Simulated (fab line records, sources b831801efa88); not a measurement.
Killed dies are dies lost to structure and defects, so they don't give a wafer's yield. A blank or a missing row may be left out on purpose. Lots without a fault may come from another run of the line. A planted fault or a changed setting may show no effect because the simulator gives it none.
Chamber matching | flow gf180mcu | GF_V1_CMP_26 on cmp-02: 4 sister chambers
The step polishes, stops on SiO2, t overpolish 15 s, target thk 0 nm. 4 wafers are shown with their chamber, then 12 later ones without.

WAFERS WITH THEIR CHAMBER
wafer  | chamber | motor_current_A (A)
L083.2 | 2       | 11.9
L086.3 | 1       | 12.3
L086.5 | 3       | 10.9
L086.6 | 0       | 11.7

WAFERS WITHOUT THEIR CHAMBER
wafer  | motor_current_A (A)
L088.1 | 12.6
L088.2 | 12.5
L088.5 | 11.6
L090.2 | 11.0
L090.3 | 12.4
L090.6 | 12.1
L092.1 | 11.0
L092.3 | 11.4
L092.4 | 12.6
L095.2 | 12.6
L095.4 | 12.5
L095.6 | 12.0

WHICH CHAMBER EACH WENT THROUGH
wafer  | from the rows above          | in truth
L088.1 | can't be placed: 1 or 2      | 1
L088.2 | can't be placed: 1 or 2      | 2
L088.5 | can't be placed: 0 or 2      | 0
L090.2 | 3                            | 3
L090.3 | can't be placed: 1 or 2      | 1
L090.6 | can't be placed: 2 or 1 or 0 | 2
L092.1 | 3                            | 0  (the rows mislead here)
L092.3 | can't be placed: 0 or 2 or 3 | 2
L092.4 | can't be placed: 1 or 2      | 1
L095.2 | can't be placed: 1 or 2      | 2
L095.4 | can't be placed: 1 or 2      | 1
L095.6 | can't be placed: 2 or 0 or 1 | 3
Placed correctly: 1 of 12. Can't be placed from these rows: 10 (the true chamber is among the candidates in 9). Placed wrongly: 1.
How it was worked out, from the rows above alone: a wafer's distance from a chamber is the root of the sum, over the readings, of the square of ((its reading less the chamber's mean) divided by the reading's scatter). The wafer belongs to the nearest chamber; if the next one is less than 2 further off, it can't be placed. A chamber's mean is the mean of its shown wafers. The scatter: with one shown wafer a chamber, the root of the mean of the squares of how far each hidden wafer lies from its nearest shown one.
